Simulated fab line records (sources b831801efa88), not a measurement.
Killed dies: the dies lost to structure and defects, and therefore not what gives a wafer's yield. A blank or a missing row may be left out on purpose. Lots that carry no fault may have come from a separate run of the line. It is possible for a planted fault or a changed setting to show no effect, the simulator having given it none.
Matching of chambers :: flow sky130 :: SKY_CONTACT_CMP_04 on cmp-01: 4 sister chambers
The step polishes SiO2. 14 wafers are shown with their chamber, then 7 later ones without.

== EACH WAFER AND ITS CHAMBER ==
wafer: L357.2
chamber: 1
motor current A (A): 14.0
head pressure psi (psi): 4.004
time to endpoint s (s): 76

wafer: L357.3
chamber: 3
motor current A (A): 9.8
head pressure psi (psi): 4.002
time to endpoint s (s): 76

wafer: L357.4
chamber: 2
motor current A (A): 12.2
head pressure psi (psi): 4.001
time to endpoint s (s): 85

wafer: L358.2
chamber: 1
motor current A (A): 13.8
head pressure psi (psi): 4.012
time to endpoint s (s): 74

wafer: L358.3
chamber: 2
motor current A (A): 12.2
head pressure psi (psi): 4.006
time to endpoint s (s): 83

wafer: L358.6
chamber: 0
motor current A (A): 11.4
head pressure psi (psi): 4.009
time to endpoint s (s): 75

wafer: L370.4
chamber: 2
motor current A (A): 11.5
head pressure psi (psi): 3.985
time to endpoint s (s): 90

wafer: L370.5
chamber: 2
motor current A (A): 12.3
head pressure psi (psi): 3.997
time to endpoint s (s): 94

wafer: L370.6
chamber: 1
motor current A (A): 13.6
head pressure psi (psi): 4.000
time to endpoint s (s): 85

wafer: L369.1
chamber: 0
motor current A (A): 11.1
head pressure psi (psi): 4.012
time to endpoint s (s): 79

wafer: L369.2
chamber: 2
motor current A (A): 11.8
head pressure psi (psi): 3.992
time to endpoint s (s): 90

wafer: L369.5
chamber: 3
motor current A (A): 9.8
head pressure psi (psi): 4.004
time to endpoint s (s): 87

wafer: L372.1
chamber: 2
motor current A (A): 11.9
head pressure psi (psi): 3.995
time to endpoint s (s): 86

wafer: L372.4
chamber: 1
motor current A (A): 13.4
head pressure psi (psi): 3.990
time to endpoint s (s): 75

SIGNATURES (means of the wafers above)
reading: motor current A
chamber 0: 11.250
chamber 1: 13.700
chamber 2: 11.983
chamber 3: 9.800
scatter within a chamber: 0.267

reading: head pressure psi
chamber 0: 4.01050
chamber 1: 4.00150
chamber 2: 3.99600
chamber 3: 4.00300
scatter within a chamber: 0.00722

reading: time to endpoint s
chamber 0: 77.00
chamber 1: 77.50
chamber 2: 88.00
chamber 3: 81.50
scatter within a chamber: 4.77
Rule: for each reading, subtract the chamber's mean from the wafer's reading, divide by that reading's scatter and square the result; add these up over the readings and take the root, which gives the wafer's distance from the chamber. If the next closest chamber is less than 2 further off than the closest, the wafer can't be placed; otherwise it belongs to the closest. The scatter is the square root of a quotient: the sum, over the shown wafers, of each reading's squared deviation from its chamber's mean, divided by wafers minus chambers.

== WAFERS MISSING THEIR CHAMBER ==
wafer: L372.5
motor current A (A): 14.1
head pressure psi (psi): 3.995
time to endpoint s (s): 79

wafer: L373.3
motor current A (A): 9.8
head pressure psi (psi): 4.010
time to endpoint s (s): 79

wafer: L373.4
motor current A (A): 13.3
head pressure psi (psi): 3.989
time to endpoint s (s): 85

wafer: L373.6
motor current A (A): 12.0
head pressure psi (psi): 4.008
time to endpoint s (s): 83

wafer: L374.4
motor current A (A): 10.0
head pressure psi (psi): 3.989
time to endpoint s (s): 78

wafer: L374.5
motor current A (A): 11.8
head pressure psi (psi): 3.987
time to endpoint s (s): 71

wafer: L374.6
motor current A (A): 10.4
head pressure psi (psi): 4.007
time to endpoint s (s): 76

== THE CHAMBER EACH PASSED THROUGH ==
wafer: L372.5
from the rows above: 1
in truth: 1

wafer: L373.3
from the rows above: 3
in truth: 3

wafer: L373.4
from the rows above: 1
in truth: 1

wafer: L373.6
from the rows above: can't be placed: 2 or 0
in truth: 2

wafer: L374.4
from the rows above: 3
in truth: 3

wafer: L374.5
from the rows above: can't be placed: 2 or 0
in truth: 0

wafer: L374.6
from the rows above: can't be placed: 3 or 0
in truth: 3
Placed correctly: 4 of 7. Not placeable from these rows: 3 (in 3, the candidates include the true chamber). Wrongly placed: 0.
